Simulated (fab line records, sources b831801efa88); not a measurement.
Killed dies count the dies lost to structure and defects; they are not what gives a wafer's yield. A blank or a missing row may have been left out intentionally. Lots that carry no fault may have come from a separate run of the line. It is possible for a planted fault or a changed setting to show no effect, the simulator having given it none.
fab line records -- flow sky130
record lots=12, wafers=36, last_day=50
route steps=708 shown FIELD_ISO@18 PWDE@53 VT_ADJUST_LVTN@117 VT_ADJUST_NCORE@127 PAD_OPEN@708
lots that met no fault: from a run of the same line without faults
start_h: start of the lot's first displayed wafer, in hours after the record's first day -- wait_h: how many hours have passed since the lot's step before this one -- " the same as in the row above -- L1.1+2: a single row standing in for several wafers -- - value missing, or start not given -- * or withheld: withheld -- < > ~ a bound
route shown NAME@n: NAME is a module with steps in the file, n the number in the route of the first one -- usual: mean/standard deviation of fault-free wafers -- same: alike in all rows -- chamber/n: place in a boat -- sites: each site's reading -- _std_site: the standard deviation of these -- _edge_site: mean of outer sites minus mean of inner sites -- radius_mm: for every site, how far away it sits from the centre of the wafer -- mask NAME#n: copy n -- behind: the most recent tool/chamber to have shaped the wafer -- hold: cause of the lot's hold/its duration in hours/its outcome -- device: the transistor (n, p or np) that didn't switch -- end of line: the tests these same wafers got at the end of their route -- where a step has no rows: the recipe by itself -- killed: count of dies lost to structure and defects at first sort (not the wafer's yield) -- map: a wafer's dies, x killed, . not, _ none there
set.NAME: the setting as run; set.NAME@STEP: as run at that earlier step -- model.NAME: the simulator's own value behind a step, which no gauge read
one table for each step of the route and one row for each wafer, over a sample of lots
services: a tool's chamber out of use, with start hour (start_h, from the record's first day; less than 0 if before it), hours out, and reason
## steps
# step SKY_FIELD_ISO_ETCH_17
# recipe target_depth_a=3420, mask_material=Si3N4, chemistry=HBr/Cl2/O2, target=Si, taper_deg=5, icp_w=600, bias_w=150, pressure_mtorr=15, HBr_flow_sccm=150, Cl2_flow_sccm=40, O2_flow_sccm=6, time_s=101.3
# usual drypump_motor_current_A=5.8/0.33, he_backside_leak_sccm=2.7/0.4, oes_product_au=1.000/0.018, throttle_valve_pct=25.657/0.014
lot.wafer,tool,chamber,start_h,wait_h,drypump_motor_current_A,he_backside_leak_sccm,oes_product_au,rf_hours_counter_h,throttle_valve_pct
L497.1,rie_si-01,1,45.27,0.1,6.1,2.9,0.965,114,25.681
L497.5,rie_si-01,0,45.27,0.1,5.3,3.8,1.011,-,25.658
L497.6,rie_si-01,1,45.27,0.1,6.1,3.0,0.968,-,25.678
L500.1,rie_si-02,0,52.86,0.1,6.0,2.6,1.008,105,25.640
L500.2,rie_si-02,3,52.86,0.1,5.5,2.5,0.997,67,25.655
L500.3,rie_si-02,1,52.86,0.1,5.3,2.4,1.029,19,25.629
L501.1,rie_si-01,1,55.79,0.1,6.1,2.9,0.964,114,25.686
L501.3,rie_si-01,2,55.79,0.1,5.7,2.7,0.994,36,25.637
L501.6,rie_si-01,0,55.79,0.1,5.3,3.1,1.017,-,25.670
L504.1,rie_si-02,2,72.64,0.1,6.2,3.0,0.982,134,25.667
L504.4,rie_si-02,3,72.64,0.1,5.5,2.5,1.001,67,25.660
L504.5,rie_si-02,0,72.64,0.1,6.0,2.5,1.007,-,25.655
L505.4,rie_si-01,3,76.21,0.0,6.1,2.5,1.005,20,25.654
L505.5,rie_si-01,1,76.21,0.0,6.0,3.0,0.965,-,25.667
L505.6,rie_si-01,2,76.21,0.0,5.7,2.6,0.994,-,25.669
L506.3,rie_si-02,1,83.44,0.0,5.3,2.3,1.007,19,25.646
L506.4,rie_si-02,2,83.44,0.0,6.1,3.0,0.972,134,25.662
L506.5,rie_si-02,3,83.44,0.0,5.5,2.4,0.999,-,25.661
L509.2,rie_si-01,0,97.29,0.1,5.4,2.9,1.009,46,25.652
L509.3,rie_si-01,1,97.29,0.1,6.1,3.0,0.967,114,25.691
L509.5,rie_si-01,0,97.29,0.1,5.4,3.0,1.017,-,25.650
L510.4,rie_si-02,3,100.80,0.0,5.4,2.4,0.987,67,25.667
L510.5,rie_si-02,3,100.80,0.0,5.5,2.6,0.989,-,25.663
L510.6,rie_si-02,2,100.80,0.0,6.2,2.9,0.976,-,25.681
L511.1,rie_si-01,1,106.82,0.1,6.1,2.8,0.981,114,25.668
L511.3,rie_si-01,2,106.82,0.1,5.7,2.7,1.000,36,25.661
L511.4,rie_si-01,0,106.82,0.1,5.3,3.1,1.015,46,25.649
L512.1,rie_si-01,3,112.94,0.1,6.1,2.4,1.027,20,25.646
L512.2,rie_si-01,2,112.94,0.1,5.7,2.6,0.987,36,25.651
L512.5,rie_si-01,2,112.94,0.1,5.7,2.7,0.988,-,25.674
L516.2,rie_si-01,2,134.27,0.1,5.7,2.7,0.992,36,25.669
L516.4,rie_si-01,1,134.27,0.1,6.1,2.8,0.974,115,25.668
L516.6,rie_si-01,2,134.27,0.1,5.7,2.7,0.996,-,25.662
L519.1,rie_si-01,3,151.80,0.1,6.1,2.3,1.017,21,25.658
L519.2,rie_si-01,1,151.80,0.1,6.0,2.9,0.970,115,25.675
L519.4,rie_si-01,2,151.80,0.1,5.7,2.7,0.999,37,25.642
# step SKY_PWDE_IMPLANT_08
# recipe species=B, energy_kev=150, dose_cm2=3.6e+12, tilt_deg=withheld
# usual beam_energy_keV=149.99/0.049
lot.wafer,tool,chamber,start_h,wait_h,beam_energy_keV
L497.1,implanter-03,0,85.36,0.0,149.99
L497.5,implanter-03,0,85.36,0.0,150.01
L497.6,implanter-03,0,85.36,0.0,150.00
L500.1,implanter-03,0,95.05,0.0,149.99
L500.2,implanter-03,0,95.05,0.0,149.94
L500.3,implanter-03,0,95.05,0.0,150.05
L501.1,implanter-04,0,99.21,0.0,149.96
L501.3,implanter-04,0,99.21,0.0,150.00
L501.6,implanter-04,0,99.21,0.0,149.98
L504.1,implanter-01,0,115.56,0.0,149.93
L504.4,implanter-01,0,115.56,0.0,149.94
L504.5,implanter-01,0,115.56,0.0,149.95
L505.4,implanter-01,0,118.21,0.1,150.03
L505.5,implanter-01,0,118.21,0.1,150.09
L505.6,implanter-01,0,118.21,0.1,150.01
L506.3,implanter-04,0,125.80,0.1,150.01
L506.4,implanter-04,0,125.80,0.1,149.99
L506.5,implanter-04,0,125.80,0.1,150.02
L509.2,implanter-03,0,145.13,0.0,149.99
L509.3,implanter-03,0,145.13,0.0,150.07
L509.5,implanter-03,0,145.13,0.0,149.96
L510.4,implanter-03,0,151.66,0.1,139.47
L510.5,implanter-03,0,151.66,0.1,139.50
L510.6,implanter-03,0,151.66,0.1,139.50
L511.1,implanter-04,0,156.95,0.0,149.91
L511.3,implanter-04,0,156.95,0.0,149.94
L511.4,implanter-04,0,156.95,0.0,149.95
L512.1,implanter-03,0,160.78,0.0,139.50
L512.2,implanter-03,0,160.78,0.0,139.45
L512.5,implanter-03,0,160.78,0.0,139.44
L516.2,implanter-01,0,180.76,0.0,149.99
L516.4,implanter-01,0,180.76,0.0,150.01
L516.6,implanter-01,0,180.76,0.0,150.08
L519.1,implanter-01,0,205.00,0.0,150.08
L519.2,implanter-01,0,205.00,0.0,149.98
L519.4,implanter-01,0,205.00,0.0,150.02
# step SKY_VT_ADJUST_LVTN_STRIP_20
# recipe chemistry=O2/N2, power_w=1400, pressure_mtorr=1500, platen_temp_c=withheld, o2_flow_sccm=3000, n2_flow_sccm=300, overash_fraction=0.5
# usual drypump_motor_current_A=5.7/0.57, oes_product_au=0.715/0.0049, strip_time_to_endpoint_s=14.19/0.043
lot.wafer,tool,chamber,start_h,wait_h,drypump_motor_current_A,oes_product_au,rf_hours_counter_h,strip_time_to_endpoint_s
L497.1,plasma_asher-04,0,181.66,0.1,5.8,0.715,50,14.24
L497.5,plasma_asher-04,0,181.66,0.1,5.8,0.715,-,14.27
L497.6,plasma_asher-04,1,181.66,0.1,6.1,0.715,-,14.20
L500.1,plasma_asher-01,1,193.18,0.1,5.5,0.718,7,14.18
L500.2,plasma_asher-01,0,193.18,0.1,6.7,0.714,7,14.19
L500.3,plasma_asher-01,0,193.18,0.1,6.6,0.714,-,14.17
L501.1,plasma_asher-02,0,197.80,0.1,4.9,0.719,50,14.16
L501.3,plasma_asher-02,0,197.80,0.1,4.9,0.716,-,14.17
L501.6,plasma_asher-02,1,197.80,0.1,5.5,0.718,-,14.24
L504.1,plasma_asher-01,0,219.13,0.1,6.6,0.713,10,14.20
L504.4,plasma_asher-01,1,219.13,0.1,5.5,0.727,-,14.21
L504.5,plasma_asher-01,0,219.13,0.1,6.7,0.713,-,14.25
L505.4,plasma_asher-02,1,220.70,0.1,5.5,0.725,-,14.18
L505.5,plasma_asher-02,1,220.70,0.1,5.6,0.709,-,14.16
L505.6,plasma_asher-02,0,220.70,0.1,4.9,0.721,-,14.17
L506.3,plasma_asher-01,0,229.83,0.1,6.6,0.710,-,14.18
L506.4,plasma_asher-01,1,229.83,0.1,5.5,0.711,-,14.17
L506.5,plasma_asher-01,0,229.83,0.1,6.6,0.721,-,14.16
L509.2,plasma_asher-02,0,253.03,0.1,4.9,0.709,56,14.21
L509.3,plasma_asher-02,1,253.03,0.1,5.6,0.711,-,14.24
L509.5,plasma_asher-02,1,253.03,0.1,5.5,0.715,-,14.22
L510.4,plasma_asher-01,0,260.92,0.1,6.7,0.719,-,14.15
L510.5,plasma_asher-01,0,260.92,0.1,6.6,0.718,-,14.16
L510.6,plasma_asher-01,1,260.92,0.1,5.5,0.718,-,14.18
L511.1,plasma_asher-04,1,267.55,0.1,6.1,0.717,58,14.24
L511.3,plasma_asher-04,0,267.55,0.1,5.8,0.714,-,14.20
L511.4,plasma_asher-04,1,267.55,0.1,6.1,0.715,-,14.23
L512.1,plasma_asher-01,1,271.21,0.1,5.5,0.717,15,14.14
L512.2,plasma_asher-01,0,271.21,0.1,6.6,0.720,15,14.18
L512.5,plasma_asher-01,0,271.21,0.1,6.6,0.709,-,14.16
L516.2,plasma_asher-01,0,296.23,0.1,6.6,0.719,17,14.26
L516.4,plasma_asher-01,0,296.23,0.1,6.6,0.707,-,14.21
L516.6,plasma_asher-01,0,296.23,0.1,6.6,0.717,-,14.22
L519.1,plasma_asher-02,0,324.83,0.1,4.9,0.721,63,14.22
L519.2,plasma_asher-02,1,324.83,0.1,5.6,0.720,63,14.29
L519.4,plasma_asher-02,1,324.83,0.1,5.5,0.716,-,14.25
# step SKY_VT_ADJUST_NCORE_OVL_MEAS_08
# usual VT_ADJUST_NCORE_OVL=-0.8/1.3
lot.wafer,tool,chamber,start_h,wait_h,VT_ADJUST_NCORE_OVL[nm]
L497.1,overlay-01,-,202.42,0.1,-1.7
L497.5,overlay-01,-,202.42,0.1,-0.3
L497.6,overlay-01,-,202.42,0.1,-1.8
L500.1,overlay-01,-,214.39,0.1,-0.7
L500.2,overlay-01,-,214.39,0.1,2.6
L500.3,overlay-01,-,214.39,0.1,1.2
L501.1,overlay-02,-,219.69,0.1,-0.3
L501.3,overlay-02,-,219.69,0.1,-1.5
L501.6,overlay-02,-,219.69,0.1,-0.6
L504.1,overlay-02,-,241.52,0.1,-0.1
L504.4,overlay-02,-,241.52,0.1,-1.7
L504.5,overlay-02,-,241.52,0.1,0.4
L505.4,overlay-02,-,243.34,0.1,-1.7
L505.5,overlay-02,-,243.34,0.1,-2.8
L505.6,overlay-02,-,243.34,0.1,-0.1
L506.3,overlay-02,-,253.15,0.1,-1.0
L506.4,overlay-02,-,253.15,0.1,-0.6
L506.5,overlay-02,-,253.15,0.1,-1.3
L509.2,overlay-01,-,277.12,0.1,-0.2
L509.3,overlay-01,-,277.12,0.1,-1.1
L509.5,overlay-01,-,277.12,0.1,-1.0
L510.4,overlay-02,-,284.35,0.1,-2.3
L510.5,overlay-02,-,284.35,0.1,-1.9
L510.6,overlay-02,-,284.35,0.1,-1.4
L511.1,overlay-02,-,292.53,0.1,-1.3
L511.3,overlay-02,-,292.53,0.1,-2.2
L511.4,overlay-02,-,292.53,0.1,-1.7
L512.1,overlay-01,-,295.84,0.1,0.5
L512.2,overlay-01,-,295.84,0.1,-0.4
L512.5,overlay-01,-,295.84,0.1,1.4
L516.2,overlay-02,-,321.69,0.1,0.2
L516.4,overlay-02,-,321.69,0.1,0.8
L516.6,overlay-02,-,321.69,0.1,0.9
L519.1,overlay-01,-,351.12,0.1,0.8
L519.2,overlay-01,-,351.12,0.1,0.5
L519.4,overlay-01,-,351.12,0.1,-0.7
# step SKY_PAD_OPEN_PROBE_99
# usual killed_at_M0_to_M3=44/6.9, killed_at_M4_up=3.3/2, killed_at_contacts=25/5.4, killed_at_front_end=16/4.6, killed_at_other=0.2/0.51, killed_dies=88/8.9, killed_open=48/6.8, killed_short=39/5.8
# same gross_dies=492, killed_at_back_side=0
lot.wafer,tool,chamber,start_h,wait_h,killed_at_M0_to_M3,killed_at_M4_up,killed_at_contacts,killed_at_front_end,killed_at_other,killed_dies,killed_open,killed_short
L506.3,prober-02,-,1138.24,0.2,32,2,24,14,0,72,32,39
L506.4,prober-02,-,1138.29,0.2,42,1,18,22,0,83,48,35
L506.5,prober-02,-,1138.34,0.2,52,4,23,19,0,98,53,45
L510.4,prober-02,-,1159.53,0.2,39,5,20,13,0,77,43,34
L510.5,prober-02,-,1159.58,0.2,49,4,30,12,0,95,50,44
L510.6,prober-02,-,1159.63,0.2,51,4,23,10,0,88,49,39
L511.1,prober-01,-,1163.39,0.1,43,3,24,23,0,93,49,44
L511.3,prober-01,-,1163.49,0.2,46,3,20,22,1,92,44,48
L511.4,prober-01,-,1163.54,0.2,40,1,12,16,0,69,35,34
L512.1,prober-02,-,1169.40,0.1,40,2,26,9,1,78,41,37
L512.2,prober-02,-,1169.45,0.1,42,4,32,9,0,87,45,42
L512.5,prober-02,-,1169.60,0.2,49,3,24,10,0,86,49,37
L516.2,prober-01,-,1196.83,0.1,43,2,28,13,0,86,46,40
L516.4,prober-01,-,1196.93,0.2,44,5,23,14,0,86,55,31
L516.6,prober-01,-,1197.03,0.2,35,1,29,17,1,83,42,41
L519.1,prober-02,-,1201.21,0.1,50,0,35,8,0,93,52,41
L519.2,prober-02,-,1201.26,0.1,57,2,40,25,0,124,74,50
L519.4,prober-02,-,1201.36,0.2,45,2,29,10,0,86,50,36
# killed by level:class
L506.3 POLY_GATE:geometric_particle:short=6 LI_CONTACT:geometric_particle:short=6 CONTACT:geometric_particle:open=6 VIA1:geometric_particle:open=5 VIA2:geometric_particle:open=5 FIELD_ISO:geometric_particle:short=4 LI_CONTACT:geometric_particle:open=4 LOCAL_INTERCONNECT:geometric_particle:short=4
L506.4 CONTACT:geometric_particle:open=12 VIA1:geometric_particle:open=9 VIA2:geometric_particle:open=7 FIELD_ISO:geometric_particle:open=6 FIELD_ISO:geometric_particle:short=5 METAL3:geometric_particle:short=5 METAL1:geometric_particle:open=4 VIA1:geometric_particle:short=4
L506.5 VIA1:geometric_particle:open=17 VIA2:geometric_particle:open=10 METAL1:geometric_particle:short=7 CONTACT:geometric_particle:open=7 FIELD_ISO:geometric_particle:short=6 LI_CONTACT:geometric_particle:short=6 FIELD_ISO:geometric_particle:open=4 METAL2:geometric_particle:short=4
L510.4 VIA1:geometric_particle:open=10 CONTACT:geometric_particle:open=9 VIA2:geometric_particle:open=7 CONTACT:geometric_particle:short=5 METAL2:geometric_particle:short=5 FIELD_ISO:geometric_particle:short=4 LI_CONTACT:geometric_particle:open=4 METAL1:geometric_particle:short=4
L510.5 CONTACT:geometric_particle:open=13 VIA3:geometric_particle:open=9 VIA1:geometric_particle:open=8 METAL2:geometric_particle:short=8 VIA2:geometric_particle:open=8 LI_CONTACT:geometric_particle:open=7 FIELD_ISO:geometric_particle:short=5 CONTACT:geometric_particle:short=5
L510.6 VIA1:geometric_particle:open=13 VIA2:geometric_particle:open=10 CONTACT:geometric_particle:open=9 METAL1:geometric_particle:short=7 VIA3:geometric_particle:open=6 POLY_GATE:geometric_particle:open=5 LOCAL_INTERCONNECT:geometric_particle:short=5 CONTACT:geometric_particle:short=5
L511.1 VIA1:geometric_particle:open=12 POLY_GATE:geometric_particle:short=10 VIA3:geometric_particle:open=8 CONTACT:geometric_particle:open=7 VIA2:geometric_particle:open=7 LI_CONTACT:geometric_particle:open=6 FIELD_ISO:geometric_particle:open=5 LI_CONTACT:geometric_particle:short=5
L511.3 VIA1:geometric_particle:open=11 POLY_GATE:geometric_particle:short=10 VIA2:geometric_particle:open=10 CONTACT:geometric_particle:short=6 CONTACT:geometric_particle:open=5 METAL2:geometric_particle:short=5 LOCAL_INTERCONNECT:geometric_particle:short=4 VIA2:geometric_particle:short=4
L511.4 VIA1:geometric_particle:open=11 METAL2:geometric_particle:short=6 FIELD_ISO:geometric_particle:short=5 CONTACT:geometric_particle:open=5 METAL1:geometric_particle:short=5 FIELD_ISO:geometric_particle:open=4 LI_CONTACT:geometric_particle:open=4 VIA1:geometric_particle:short=4
L512.1 VIA1:geometric_particle:open=12 METAL2:geometric_particle:short=10 CONTACT:geometric_particle:open=10 LI_CONTACT:geometric_particle:open=7 CONTACT:geometric_particle:short=5 LOCAL_INTERCONNECT:geometric_particle:short=4 METAL1:geometric_particle:short=3 VIA2:geometric_particle:open=3
L512.2 CONTACT:geometric_particle:open=13 VIA1:geometric_particle:open=9 CONTACT:geometric_particle:short=8 VIA2:geometric_particle:open=7 VIA3:geometric_particle:open=7 VIA2:geometric_particle:short=6 LOCAL_INTERCONNECT:geometric_particle:short=5 LI_CONTACT:geometric_particle:open=4
L512.5 VIA1:geometric_particle:open=10 LI_CONTACT:geometric_particle:open=7 CONTACT:geometric_particle:open=7 VIA1:geometric_particle:short=7 VIA2:geometric_particle:open=7 VIA3:geometric_particle:short=6 VIA3:geometric_particle:open=6 FIELD_ISO:geometric_particle:open=5
L516.2 VIA1:geometric_particle:open=8 LI_CONTACT:geometric_particle:open=7 VIA2:geometric_particle:open=7 METAL1:geometric_particle:short=6 LI_CONTACT:geometric_particle:short=5 CONTACT:geometric_particle:open=5 VIA3:geometric_particle:open=4 LOCAL_INTERCONNECT:geometric_particle:short=4
L516.4 VIA1:geometric_particle:open=13 CONTACT:geometric_particle:open=10 VIA3:geometric_particle:open=7 METAL2:geometric_particle:short=6 VIA2:geometric_particle:open=6 LI_CONTACT:geometric_particle:open=5 METAL1:geometric_particle:short=5 FIELD_ISO:geometric_particle:short=3
L516.6 CONTACT:geometric_particle:open=10 VIA1:geometric_particle:open=9 LOCAL_INTERCONNECT:geometric_particle:short=6 LI_CONTACT:geometric_particle:open=6 VIA2:geometric_particle:open=5 METAL2:geometric_particle:short=5 FIELD_ISO:geometric_particle:open=4 POLY_GATE:geometric_particle:short=4
L519.1 CONTACT:geometric_particle:open=19 VIA1:geometric_particle:open=10 CONTACT:geometric_particle:short=9 VIA3:geometric_particle:open=8 VIA2:geometric_particle:short=6 VIA2:geometric_particle:open=6 METAL2:geometric_particle:short=5 METAL3:geometric_particle:short=5
L519.2 CONTACT:geometric_particle:open=19 VIA1:geometric_particle:open=15 POLY_GATE:geometric_particle:short=12 METAL2:geometric_particle:short=10 LI_CONTACT:geometric_particle:open=9 VIA3:geometric_particle:open=8 VIA2:geometric_particle:open=6 LOCAL_INTERCONNECT:geometric_particle:short=5
L519.4 CONTACT:geometric_particle:open=10 VIA1:geometric_particle:open=10 LI_CONTACT:geometric_particle:open=9 VIA2:geometric_particle:open=8 METAL1:geometric_particle:short=6 CONTACT:geometric_particle:short=6 VIA3:geometric_particle:open=5 METAL2:geometric_particle:short=5
## services
tool,chamber,start_h,hours,kind
rie_si-02,1,22.53,4.5,repair
plasma_asher-04,-,65.20,2.8,pm
plasma_asher-02,-,80.18,3.2,repair
rie_si-02,-,87.53,2.8,pm
implanter-04,-,90.81,1.3,repair
implanter-03,-,96.48,20.8,pm
implanter-01,-,99.52,3.9,pm
plasma_asher-01,-,108.75,9.0,pm
plasma_asher-01,0,108.75,9.0,vent_cycle
rie_si-02,0,110.25,8.1,repair
implanter-01,-,144.40,16.4,pm
implanter-04,-,147.87,6.7,pm
implanter-03,-,165.20,2.0,repair
plasma_asher-02,-,171.39,3.0,repair
rie_si-02,-,199.24,0.3,repair
plasma_asher-02,-,200.90,0.4,repair
rie_si-01,1,233.80,-,clean
rie_si-01,1,233.80,36.6,scheduled_down
rie_si-01,1,233.80,36.6,vent_cycle
implanter-04,-,244.68,2.1,repair
rie_si-02,3,273.23,1.9,repair
implanter-01,-,281.50,6.5,pm
implanter-01,-,318.72,9.6,pm
plasma_asher-04,-,321.85,14.6,pm
## key
first_sign step=SKY_PWDE_IMPLANT_08, reading=beam_energy_keV, direction=down, sigmas=99+, usual=*, struck=*
effect none on later readings
met_at SKY_PWDE_IMPLANT_08
struck_lots L510,L512
tester_left_out L510,L512
not_acting_at SKY_FIELD_ISO_ETCH_17,SKY_VT_ADJUST_LVTN_STRIP_20,SKY_VT_ADJUST_NCORE_OVL_MEAS_08
onset_between 145.13 151.66
fault kind=process_parameter_drift, tool=implanter-03, chamber=-, onset_h=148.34, steps=SKY_PWDE_IMPLANT_08, channel=energy_kev, offset=*, shape=step, end_h=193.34, acts_in=*, stated=*
# tester_left_out: of these lots the tester's yield and bins aren't shown, on N5 and GAA mostly nor the transistor test; their killed dies are dies lost to structure and defects alone, not to doping, threshold or leakage, so they don't give the yield
